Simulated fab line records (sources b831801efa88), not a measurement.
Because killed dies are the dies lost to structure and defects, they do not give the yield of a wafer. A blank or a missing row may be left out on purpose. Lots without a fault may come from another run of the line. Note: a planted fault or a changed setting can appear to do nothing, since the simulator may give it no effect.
Comparing a struck lot with a sound one	flow gf180mcu	24 steps out of a route of 602
Sound: the wafers L665.2, L665.3, L665.4. Struck: wafer L672.1; the same lot's L672.3 was not struck, so it is left out; see the end for the cause.
Each step with rows lists, per side, the tool, then ch with its chambers, then its first start. Under that, the readings that differ: sound wafers	struck wafers	difference of the means	sigmas: that difference in standard deviations of wafers without a fault.
alike: same words and numbers on both sides, and readings whose means sit less than 2 such deviations apart. not compared: any withheld reading, any reading some wafer has no value for, any bound like >300 that may hide the same value, and any number with overlapping values for which the record gives no deviation.
A row with sigmas, a row that says differs or no value, or rows on one side alone: a step with any of these is where the two part. Numbers that have no deviation but don't overlap get no sigmas and don't part them. Lack of a reading on every wafer of one side parts them only where that side has two or more wafers.

GF_M3_STRIP_17: strips in O2/N2.
  sound on plasma-asher-03 ch 0,1, day 23 05:26; struck on plasma-asher-04 ch 0, day 25 19:11
  alike: drypump-motor-current-A, heater-power-w, oes-product-au, strip-time-to-endpoint-s
  not compared: rf-hours-counter-h
then, 3 steps without rows for these wafers: GF_M3_STRIP_18 (strips in post etch residue remover, time 1200 s); GF_M3_CLEAN_19 (cleans in DIW); GF_V3_CVD_00 (deposits SiO2, target thk 600 nm, time 100 s).
GF_V3_THK_MEAS_01:
  sound: film-metro-02 at day 23 06:04; struck: film-metro-02 at day 25 19:47
  alike: V3_CVD_00_THK
GF_V3_CVD_02: deposits SiO2 from TEOS, target thk 850 nm, time 94.851 s.
  sound on pecvd-02 ch 0,1,2, day 23 06:07; struck on pecvd-04 ch 2, day 25 19:51
  alike: heater-power-w, susceptor-temp-C
GF_V3_THK_MEAS_03:
  sound: film-metro-02 at day 23 06:11; struck: film-metro-03 at day 25 19:55
  alike: V3_CVD_02_THK
GF_V3_CMP_04: polishes SiO2.
  sound on cmp-02 ch 0,1,2, day 23 06:14; struck on cmp-01 ch 1, day 25 20:02
  alike: motor-current-A, time-to-endpoint-s
GF_V3_BOW_MEAS_05:
  sound: film-metro-02 at day 23 06:34; struck: film-metro-02 at day 25 20:17
  alike: V3_BOW
then, 3 steps without rows for these wafers: GF_V3_DEHYDRATE_06 (time 60 s); GF_V3_HMDS_07 (prime time 60 s); GF_V3_COAT_08.
GF_V3_COAT_09: resist thk 1000 nm.
  sound on litho-track-02 ch 0, day 23 17:00; struck on litho-track-02 ch 0, day 26 06:00
reading	sound	struck	difference	sigmas
model.KrF_of_V3_COAT_09.thk-nm (nm)	1001 1000 1004	956.3	-45.4	
then, 3 steps without rows for these wafers: GF_V3_SOFTBAKE_10 (time 60 s); GF_V3_EXPOSE_11 (exposes mask Via3, target cd 260 nm); GF_V3_PEB_12 (peb time 90 s).
GF_V3_DEVELOP_13: develop time 60 s.
  sound on litho-track-03 ch 0, day 24 05:11; struck on litho-track-02 ch 0, day 26 17:12
reading	sound	struck	difference	sigmas
model.KrF_of_V3_COAT_09.thk-nm (nm)	986 985.1 989.3	941.3	-45.5	
GF_V3_CD_MEAS_14: the cd target is 260 nm.
  sound: cd-sem-02 at day 24 05:19; struck: cd-sem-02 at day 26 17:21
  alike: cd-nm
GF_V3_OVL_MEAS_15:
  sound: overlay-02 at day 24 05:26; struck: overlay-01 at day 26 17:28
  alike: V3_OVL
GF_V3_ETCH_16: etches BARC in N2/H2.
  sound on rie-diel-02 ch 2,3, day 24 05:28; struck on rie-diel-04 ch 2, day 26 17:30
reading	sound	struck	difference	sigmas
oes-product-au (a.u.)	0.853 0.851 0.852	0.868	+0.016	+4
  alike: drypump-motor-current-A, throttle-valve-pct
GF_V3_ETCH_17: etches SiO2 in C4F8/O2/Ar, stops on TiN, target depth 635 nm.
  sound on rie-diel-02 ch 2,3; struck on rie-diel-04 ch 2
reading	sound	struck	difference	sigmas
oes-product-au (a.u.)	0.850 0.849 0.849	0.864	+0.015	+3
GF_V3_STRIP_18: strips in O2/N2.
  sound on plasma-asher-04 ch 0,1, day 24 05:35; struck on plasma-asher-04 ch 1, day 26 17:38
reading	sound	struck	difference	sigmas
oes-product-au (a.u.)	0.597 0.592 0.594	0.567	-0.027	-5
  alike: drypump-motor-current-A, heater-power-w
  not compared: rf-hours-counter-h
then, 1 step without rows for these wafers: GF_V3_STRIP_19 (strips in post etch residue remover, time 1200 s).
GF_PASSIVATION_PROBE_99:
  sound wafers here have rows in the record (prober-01, day 30 11:29); struck ones have none

== WHERE THEY PART ==
Earliest at GF_V3_ETCH_16; latest, in this record, at GF_PASSIVATION_PROBE_99.

WHY: what had been put in by the simulator
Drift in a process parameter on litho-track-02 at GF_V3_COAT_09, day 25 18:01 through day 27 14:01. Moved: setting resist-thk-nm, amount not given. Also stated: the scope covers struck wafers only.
